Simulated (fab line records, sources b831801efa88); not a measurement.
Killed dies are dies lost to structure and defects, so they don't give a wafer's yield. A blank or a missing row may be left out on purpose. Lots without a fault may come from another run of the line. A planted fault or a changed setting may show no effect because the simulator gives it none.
fab line records | flow gf180mcu
record lots=5 wafers=15 last_day=34
route steps=602 shown M4@467 V4@476
lots that met no fault: from a run of the same line without faults
start_h: hours from the record's first day to the start of the lot's first wafer shown | wait_h: hours since the lot's step before | " the same as in the row above | L1.1+2: a row that stands for several wafers | - no value, or no start given | * or withheld: withheld | < > ~ a bound
route shown NAME@n: a module of which the file shows steps, and the number in the route of the first | usual: mean/standard deviation of fault-free wafers | same: alike in all rows | chamber/n: place in a boat | sites: the reading at each site | _std_site: their standard deviation | _edge_site: outer sites' mean less inner sites' | radius_mm: how far each site lies from the wafer's centre | mask NAME#n: copy n | behind: the tool/chamber that last shaped the wafer | hold: why the lot was held/for how many hours/how that ended | device: the transistor (n, p or np) that didn't switch | end of line: the same wafers' tests at the end of the route | a step without rows: its recipe alone | killed: dies lost to structure and defects at the first sort, not the wafer's yield | map: a wafer's dies, x killed, . not, _ none there
set.NAME: the setting as run; set.NAME@STEP: as run at that earlier step | model.NAME: the simulator's own value behind a step, which no gauge read
lots at some steps of the route; a table a step, a row a wafer
services: from which hour (start_h, from the record's first day; less than 0 if before it) a tool's chamber was out of use, for how many hours, and why
## steps
# step GF_M4_EXPOSE_11
# recipe mask_id=Metal4 target_cd_nm=280 na=0.68 source_shape=conventional sigma_outer=0.6 dose_mj=28
# columns lot.wafer tool chamber start_h wait_h mask
L075.1+4+5 krf_scanner-01 0 - - Metal4#0
L078.2+4+5 krf_scanner-02 0 - - Metal4#0
L079.1+2+5 krf_scanner-02 0 - - Metal4#0
L082.1+3+5 krf_scanner-02 0 - - Metal4#0
L095.3+5+6 krf_scanner-01 0 - - Metal4#0
# step GF_M4_PEB_12
# recipe peb_temp_c=135 peb_time_s=90 resist=KrF
# columns lot.wafer tool chamber start_h wait_h
L075.1+4+5 litho_track-02 0 - -
L078.2+4+5 litho_track-03 0 - -
L079.1+2+5 litho_track-04 0 - -
L082.1+3+5 litho_track-04 0 - -
L095.3+5+6 litho_track-04 0 - -
# step GF_M4_DEVELOP_13
# recipe develop_time_s=60 dev_temp_c=21
# same develop_time_s=60
# columns lot.wafer tool chamber start_h wait_h
L075.1+4+5 litho_track-02 0 549.25 0.2
L078.2+4+5 litho_track-03 0 571.16 0.2
L079.1+2+5 litho_track-04 0 574.11 0.2
L082.1+3+5 litho_track-04 0 606.61 0.2
L095.3+5+6 litho_track-04 0 698.46 0.1
# step GF_M4_CD_MEAS_14
# recipe target_cd_nm=280
# usual cd_nm=279.9/1.1
# columns lot.wafer tool chamber start_h wait_h cd_nm
L075.1 cd_sem-02 - 549.40 0.1 278.4
L075.4 " - " " 280.1
L075.5 " - " " 280.5
L078.2 cd_sem-02 - 571.30 0.1 279.3
L078.4 " - " " 278.8
L078.5 " - " " 278.3
L079.1 cd_sem-02 - 574.26 0.1 280.0
L079.2 " - " " 280.1
L079.5 " - " " 280.0
L082.1 cd_sem-01 - 606.76 0.1 280.2
L082.3 " - " " 279.3
L082.5 " - " " 279.5
L095.3 cd_sem-02 - 698.60 0.1 278.5
L095.5 " - " " 279.3
L095.6 " - " " 279.2
# step GF_M4_OVL_MEAS_15
# usual M4_OVL=-2/5.9
# columns lot.wafer tool chamber start_h wait_h M4_OVL[nm]
L075.1 overlay-01 - 549.52 0.1 -9
L075.4 " - " " -8
L075.5 " - " " -10
L078.2 overlay-02 - 571.41 0.1 -7
L078.4 " - " " -12
L078.5 " - " " -7
L079.1 overlay-01 - 574.38 0.1 -10
L079.2 " - " " -10
L079.5 " - " " -9
L082.1 overlay-01 - 606.88 0.1 -8
L082.3 " - " " -3
L082.5 " - " " -5
L095.3 overlay-02 - 698.69 0.1 1
L095.5 " - " " 3
L095.6 " - " " -2
# step GF_M4_METAL_ETCH_16
# recipe chemistry=Cl2/BCl3 mask_material=KrF target_depth_nm=627.5 stop_on=SiO2 pressure_mtorr=8 icp_w=800 bias_w=140 Cl2_flow_sccm=80 bcl3_flow_sccm=40 time_s=104.6
# usual drypump_motor_current_A=5.80/0.25 oes_product_au=0.973/0.0061 throttle_valve_pct=28.247/0.011
# same time_s=104.6
# columns lot.wafer tool chamber start_h wait_h drypump_motor_current_A oes_product_au rf_hours_counter_h throttle_valve_pct
L075.1 rie_metal-03 1 549.55 0.0 5.69 0.974 9 28.253
L075.4 " 0 " " 5.73 0.969 - 28.259
L075.5 " 1 " " 5.72 0.970 - 28.246
L078.2 rie_metal-02 0 571.44 0.0 5.75 0.973 5 28.248
L078.4 " 0 " " 5.73 0.978 - 28.250
L078.5 " 0 " " 5.73 0.981 - 28.225
L079.1 rie_metal-02 0 574.41 0.0 5.74 0.974 5 28.252
L079.2 " 1 " " 6.27 0.958 0 28.267
L079.5 " 1 " " 6.25 0.962 - 28.275
L082.1 rie_metal-04 0 606.91 0.0 5.65 0.964 11 28.251
L082.3 " 1 " " 5.45 0.972 - 28.242
L082.5 " 1 " " 5.49 0.980 - 28.249
L095.3 rie_metal-02 1 698.75 0.1 6.23 0.971 - 28.246
L095.5 " 1 " " 6.25 0.970 - 28.245
L095.6 " 0 " " 5.75 0.973 - 28.225
# step GF_M4_STRIP_17
# recipe chemistry=O2/N2 power_w=1400 pressure_mtorr=1500 platen_temp_c=250 o2_flow_sccm=3000 n2_flow_sccm=300 overash_fraction=0.5
# usual drypump_motor_current_A=5.3/0.37 heater_power_w=332/21 oes_product_au=0.557/0.0048 strip_time_to_endpoint_s=7.86/0.034
# columns lot.wafer tool chamber start_h wait_h drypump_motor_current_A heater_power_w oes_product_au rf_hours_counter_h strip_time_to_endpoint_s
L075.1 plasma_asher-01 1 549.67 0.1 5.1 369 0.551 13 7.84
L075.4 " 0 " " 5.2 335 0.560 - 7.87
L075.5 " 0 " " 5.2 333 0.561 - 7.85
L078.2 plasma_asher-04 0 571.55 0.1 5.6 323 0.559 91 7.81
L078.4 " 1 " " 4.8 307 0.551 - 7.83
L078.5 " 0 " " 5.5 320 0.552 - 7.78
L079.1 plasma_asher-01 0 574.53 0.1 5.2 335 0.553 16 7.83
L079.2 " 1 " " 5.1 377 0.566 16 7.84
L079.5 " 0 " " 5.2 331 0.552 - 7.87
L082.1 plasma_asher-03 0 607.03 0.1 6.1 327 0.559 79 7.86
L082.3 " 0 " " 6.1 320 0.561 - 7.87
L082.5 " 0 " " 6.1 323 0.563 - 7.88
L095.3 plasma_asher-03 1 698.86 0.1 5.5 344 0.562 - 7.89
L095.5 " 1 " " 5.5 340 0.552 - 7.86
L095.6 " 0 " " 6.1 327 0.550 - 7.86
# step GF_M4_STRIP_18
# recipe chemistry=post_etch_residue_remover time_s=1200 temp_c=72.5
# same time_s=1200
# columns lot.wafer tool chamber start_h wait_h
L075.1+4+5 wet_bench-03 1 549.77 0.1
L078.2+4+5 wet_bench-02 1 571.65 0.1
L079.1+2+5 wet_bench-01 3 574.63 0.1
L082.1+3+5 wet_bench-03 2 607.13 0.1
L095.3+5+6 wet_bench-03 2 698.93 0.0
# step GF_M4_CLEAN_19
# recipe chemistry=DIW dry=n2_spin
# columns lot.wafer tool chamber start_h wait_h
L075.1+4+5 wet_bench-01 3 550.11 0.0
L078.2+4+5 wet_bench-01 0 572.02 0.0
L079.1+2+5 wet_bench-02 1 574.97 0.0
L082.1+3+5 wet_bench-01 2 607.50 0.0
L095.3+5+6 wet_bench-01 3 699.27 0.0
# step GF_V4_CVD_00
# recipe material=SiO2 target_thk_nm=600 sigma_open_frac=0.3 temp_c=400 time_s=100 sih4_flow_sccm=60 pressure_mtorr=6
# same time_s=100
# columns lot.wafer tool chamber start_h wait_h
L075.1+4+5 hdpcvd-02 1,0,1 550.20 0.0
L078.2+4+5 hdpcvd-02 2,2,1 572.11 0.0
L079.1+2+5 hdpcvd-01 1,2,1 575.07 0.0
L082.1+3+5 hdpcvd-02 2,1,1 607.59 0.0
L095.3+5+6 hdpcvd-01 1,2,0 699.36 0.0
# step GF_V4_THK_MEAS_01
# recipe reads=SiO2_of_V4_CVD_00
# usual V4_CVD_00_THK=597/6.4
# columns lot.wafer tool chamber start_h wait_h V4_CVD_00_THK[nm]
L075.1 film_metro-02 - 550.27 0.0 592
L075.4 " - " " 595
L075.5 " - " " 591
L078.2 film_metro-02 - 572.20 0.0 611
L078.4 " - " " 605
L078.5 " - " " 599
L079.1 film_metro-04 - 575.14 0.0 592
L079.2 " - " " 588
L079.5 " - " " 594
L082.1 film_metro-02 - 607.66 0.0 601
L082.3 " - " " 599
L082.5 " - " " 596
L095.3 film_metro-04 - 699.45 0.1 596
L095.5 " - " " 591
L095.6 " - " " 590
# step GF_V4_CVD_02
# recipe material=SiO2 target_thk_nm=850 precursor=TEOS temp_c=400 time_s=94.851 rf_w=600
# usual heater_power_w=702/110
# same time_s=94.851
# columns lot.wafer tool chamber start_h wait_h heater_power_w
L075.1 pecvd-03 2 550.33 0.1 967
L075.4 " 1 " " 858
L075.5 " 2 " " 1012
L078.2 pecvd-04 2 572.25 0.0 746
L078.4 " 0 " " 770
L078.5 " 2 " " 772
L079.1 pecvd-04 0 575.20 0.1 735
L079.2 " 2 " " 792
L079.5 " 1 " " 776
L082.1 pecvd-04 0 607.72 0.1 786
L082.3 " 2 " " 688
L082.5 " 2 " " 747
L095.3 pecvd-02 2 699.49 0.0 661
L095.5 " 2 " " 717
L095.6 " 1 " " 635
# step GF_V4_THK_MEAS_03
# recipe reads=SiO2_of_V4_CVD_02
# usual V4_CVD_02_THK=854/12
# columns lot.wafer tool chamber start_h wait_h V4_CVD_02_THK[nm]
L075.1 film_metro-04 - 550.40 0.0 835
L075.4 " - " " 843
L075.5 " - " " 851
L078.2 film_metro-03 - 572.32 0.0 847
L078.4 " - " " 868
L078.5 " - " " 869
L079.1 film_metro-03 - 575.27 0.0 848
L079.2 " - " " 831
L079.5 " - " " 853
L082.1 film_metro-03 - 607.79 0.0 852
L082.3 " - " " 840
L082.5 " - " " 848
L095.3 film_metro-03 - 699.58 0.1 855
L095.5 " - " " 879
L095.6 " - " " 866
# step GF_V4_CMP_04
# recipe material=SiO2 down_force_psi=4 platen_rpm=60 pad_velocity_m_s=0.94248
# usual motor_current_A=12.1/1.3 time_to_endpoint_s=82/5.5
# columns lot.wafer tool chamber start_h wait_h motor_current_A time_to_endpoint_s
L075.4 cmp-02 2 550.46 0.0 13.2 73
L075.1 " 1 " " 9.5 76
L075.5 " 2 " " 13.0 77
L078.2 cmp-02 2 572.70 0.4 13.5 79
L078.4 " 0 " " 10.9 80
L078.5 " 2 " " 13.5 85
L079.1 cmp-02 3 575.38 0.1 13.2 81
L079.2 " 0 " " 12.1 70
L079.5 " 3 " " 13.5 80
L082.3 cmp-02 3 607.85 0.0 13.3 77
L082.1 " 1 " " 10.2 81
L082.5 " 0 " " 11.1 76
L095.3 cmp-02 0 699.67 0.1 11.3 83
L095.6 " 3 " " 12.9 90
L095.5 " 0 " " 11.2 94
# step GF_V4_BOW_MEAS_05
# recipe mode=bow
# usual V4_BOW=135/7.9
# columns lot.wafer tool chamber start_h wait_h V4_BOW[um]
L075.1 film_metro-02 - 550.76 0.1 135
L075.4 " - " " 135
L075.5 " - " " 135
L078.2 film_metro-02 - 572.97 0.2 139
L078.4 " - " " 139
L078.5 " - " " 140
L079.1 film_metro-04 - 575.63 0.2 140
L079.2 " - " " 136
L079.5 " - " " 133
L082.1 film_metro-03 - 608.15 0.1 129
L082.3 " - " " 132
L082.5 " - " " 141
L095.3 film_metro-03 - 699.96 0.2 145
L095.5 " - " " 145
L095.6 " - " " 142
# step GF_V4_DEHYDRATE_06
# recipe temp_c=200 time_s=60
# same time_s=60
# columns lot.wafer tool chamber start_h wait_h
L075.1+4+5 litho_track-02 0 561.15 10.4
L078.2+4+5 litho_track-02 0 582.62 9.6
L079.1+2+5 litho_track-01 0 586.22 10.6
L082.1+3+5 litho_track-01 0 617.37 9.2
L095.3+5+6 litho_track-04 0 708.36 8.4
# step GF_V4_HMDS_07
# recipe prime_time_s=60 prime_temp_c=120
# columns lot.wafer tool chamber start_h wait_h
L075.1+4+5 litho_track-02 0 561.30 0.1
L078.2+4+5 litho_track-02 0 582.77 0.1
L079.1+2+5 litho_track-01 0 586.37 0.1
L082.1+3+5 litho_track-01 0 617.52 0.1
L095.3+5+6 litho_track-04 0 708.51 0.1
# step GF_V4_COAT_08
# recipe resist=BARC temp_c=withheld time_s=withheld spin_rpm=withheld resist_thk_nm=withheld
# columns lot.wafer tool chamber start_h wait_h
L075.1+4+5 litho_track-02 0 561.45 0.1
L078.2+4+5 litho_track-02 0 582.92 0.1
L079.1+2+5 litho_track-01 0 586.52 0.1
L082.1+3+5 litho_track-01 0 617.67 0.1
L095.3+5+6 litho_track-04 0 708.66 0.1
# step GF_V4_COAT_09
# recipe resist=KrF spin_rpm=withheld resist_thk_nm=1000
# columns lot.wafer tool chamber start_h wait_h
L075.1+4+5 litho_track-02 0 - -
L078.2+4+5 litho_track-02 0 - -
L079.1+2+5 litho_track-01 0 - -
L082.1+3+5 litho_track-01 0 - -
L095.3+5+6 litho_track-04 0 - -
## services
# columns tool chamber start_h hours kind
cmp-02 - 525.08 3.2 repair
krf_scanner-02 - 539.23 0.4 repair
hdpcvd-01 - 539.25 15.0 pm
pecvd-04 0 544.33 23.0 repair
krf_scanner-02 - 551.14 1.6 repair
rie_metal-02 0 552.33 6.0 repair
krf_scanner-02 - 560.70 0.3 repair
plasma_asher-03 - 564.34 1.8 repair
krf_scanner-01 - 589.22 1.3 pm
pecvd-04 - 590.48 0.4 repair
cmp-02 - 591.07 0.6 repair
plasma_asher-03 - 595.57 2.8 pm
krf_scanner-02 - 596.39 0.3 repair
rie_metal-02 - 599.28 0.2 repair
krf_scanner-02 - 621.54 1.0 pm
krf_scanner-02 - 623.83 0.8 pm
wet_bench-03 - 629.36 10.3 repair
pecvd-04 - 638.72 0.9 repair
krf_scanner-02 - 649.17 1.3 pm
krf_scanner-02 - 650.47 3.6 pm
hdpcvd-02 - 658.94 2.8 pm
hdpcvd-02 0 665.25 6.5 repair
rie_metal-02 - 676.41 0.4 repair
cmp-02 - 686.07 4.8 pm
## key
fault none
